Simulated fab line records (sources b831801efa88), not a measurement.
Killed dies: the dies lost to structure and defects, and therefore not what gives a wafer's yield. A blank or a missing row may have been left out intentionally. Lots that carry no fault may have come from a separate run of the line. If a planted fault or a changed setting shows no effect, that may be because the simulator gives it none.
Chamber matching + flow sky130 + rie-diel-01 running SKY_PAD_OPEN_ETCH_07: 4 sister chambers
The step etches the open film in CF4/O2, stops on AlCu, target depth 725 nm, time 161.1 s. 16 wafers are shown with their chamber, then 8 later ones without.

== EACH WAFER AND ITS CHAMBER ==
| wafer  | chamber | drypump-motor-current-A (A) | oes-product-au (a.u.) | throttle-valve-pct (%) |
|--------|---------|-----------------------------|-----------------------|------------------------|
| L430.1 | 0       | 5.4                         | 0.980                 | 5.950                  |
| L430.5 | 3       | 5.2                         | 0.985                 | 5.962                  |
| L430.6 | 0       | 5.4                         | 0.982                 | 5.955                  |
| L432.2 | 2       | 5.8                         | 0.973                 | 5.960                  |
| L432.4 | 1       | 5.6                         | 0.977                 | 5.969                  |
| L432.5 | 3       | 5.2                         | 0.979                 | 5.956                  |
| L434.3 | 2       | 5.9                         | 0.967                 | 5.956                  |
| L434.4 | 3       | 5.2                         | 0.971                 | 5.976                  |
| L434.5 | 0       | 5.4                         | 0.977                 | 5.968                  |
| L435.3 | 0       | 5.4                         | 0.976                 | 5.967                  |
| L435.5 | 0       | 5.4                         | 0.985                 | 5.979                  |
| L435.6 | 1       | 5.6                         | 0.980                 | 5.957                  |
| L437.3 | 1       | 5.6                         | 0.969                 | 5.964                  |
| L437.5 | 3       | 5.3                         | 0.978                 | 5.957                  |
| L437.6 | 2       | 5.8                         | 0.969                 | 5.970                  |
| L438.3 | 1       | 5.6                         | 0.971                 | 5.986                  |

SIGNATURES (averages over the wafers above)
| reading                 | chamber 0 | chamber 1 | chamber 2 | chamber 3 | scatter within a chamber |
|-------------------------|-----------|-----------|-----------|-----------|--------------------------|
| drypump-motor-current-A | 5.400     | 5.600     | 5.833     | 5.225     | 0.0344                   |
| oes-product-au          | 0.98000   | 0.97425   | 0.96967   | 0.97825   | 0.00457                  |
| throttle-valve-pct      | 5.96380   | 5.96900   | 5.96200   | 5.96275   | 0.0106                   |
Rule: for each reading, subtract the chamber's mean from the wafer's reading, divide by that reading's scatter and square the result; add these up over the readings and take the root, which gives the wafer's distance from the chamber. If the next closest chamber is less than 2 further off than the closest, the wafer can't be placed; otherwise it belongs to the closest. The scatter is the square root of a quotient: the sum, over the shown wafers, of each reading's squared deviation from its chamber's mean, divided by wafers minus chambers.

== WAFERS MISSING THEIR CHAMBER ==
| wafer  | drypump-motor-current-A (A) | oes-product-au (a.u.) | throttle-valve-pct (%) |
|--------|-----------------------------|-----------------------|------------------------|
| L438.4 | 5.3                         | 0.991                 | 5.955                  |
| L438.6 | 5.2                         | 0.976                 | 5.969                  |
| L440.2 | 5.7                         | 0.977                 | 5.977                  |
| L440.3 | 5.2                         | 0.965                 | 5.970                  |
| L440.4 | 5.8                         | 0.984                 | 5.953                  |
| L442.1 | 5.2                         | 0.986                 | 5.960                  |
| L442.3 | 5.4                         | 0.969                 | 5.980                  |
| L442.6 | 5.9                         | 0.968                 | 5.965                  |

== WHICH CHAMBER EACH ONE RAN IN ==
| wafer  | from the rows above     | in truth |
|--------|-------------------------|----------|
| L438.4 | can't be placed: 3 or 0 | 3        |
| L438.6 | 3                       | 3        |
| L440.2 | can't be placed: 1 or 2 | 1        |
| L440.3 | 3                       | 3        |
| L440.4 | 2                       | 2        |
| L442.1 | 3                       | 3        |
| L442.3 | 0                       | 0        |
| L442.6 | 2                       | 2        |
Correct placement for 6 of the 8. These rows do not allow placing 2 (true chamber among the candidates in 2). Wrongly placed: 0.
